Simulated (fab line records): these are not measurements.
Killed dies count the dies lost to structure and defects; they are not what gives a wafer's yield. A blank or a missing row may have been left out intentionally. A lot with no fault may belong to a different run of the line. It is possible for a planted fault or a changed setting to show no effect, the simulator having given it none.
Which tool was responsible? / flow sky130 / 21 wafers sampled from 7 lots at 1 step of a route of 708

WHAT THE GAUGES SHOWED, per wafer
SKY_VT_ADJUST_HVTP_CD_MEAS_07: target cd 380 nm.
lot=L284; measured=day 6 14:38; on=cd_sem-01; cd_nm (nm)=382.3 378.2 378.9
lot=L286; measured=day 7 03:18; on=cd_sem-02; cd_nm (nm)=378.5 373.3 377.4
lot=L288; measured=day 7 17:48; on=cd_sem-02; cd_nm (nm)=381.5 382.0 381.9
lot=L290; measured=day 8 04:40; on=cd_sem-01; cd_nm (nm)=375.2 377.5 378.3
lot=L300; measured=day 10 16:49; on=cd_sem-02; cd_nm (nm)=379.2 377.7 376.6
lot=L303; measured=day 11 18:04; on=cd_sem-01; cd_nm (nm)=376.9 375.8 375.9
lot=L305; measured=day 12 07:47; on=cd_sem-01; cd_nm (nm)=379.2 377.0 380.0

EACH LOT AND THE TOOL THAT RAN IT (in order: tool; ch and the chambers of the sampled wafers; start)
Record: no process step prior to these readings.

THE ANSWER, worked out from the rows above alone
Rule: usual is defined by the lots themselves. The widest of any qualifying gaps counts: lots, ordered by their means at a reading, are off when they make up no more than a third of the lots, leave a main group of 4 or more, and stand apart from it by 3 or more times the standard deviation of that group's means. A main group is skipped when, at the precision printed for the reading in the tables above, its means are all equal. A lot without any number at a reading at which 4 lots or more have one is off too. All remaining lots with rows at the step are treated as sound.
None of the lots is off at any reading shown; this tells nothing.

WHAT THE SIMULATOR PUT IN
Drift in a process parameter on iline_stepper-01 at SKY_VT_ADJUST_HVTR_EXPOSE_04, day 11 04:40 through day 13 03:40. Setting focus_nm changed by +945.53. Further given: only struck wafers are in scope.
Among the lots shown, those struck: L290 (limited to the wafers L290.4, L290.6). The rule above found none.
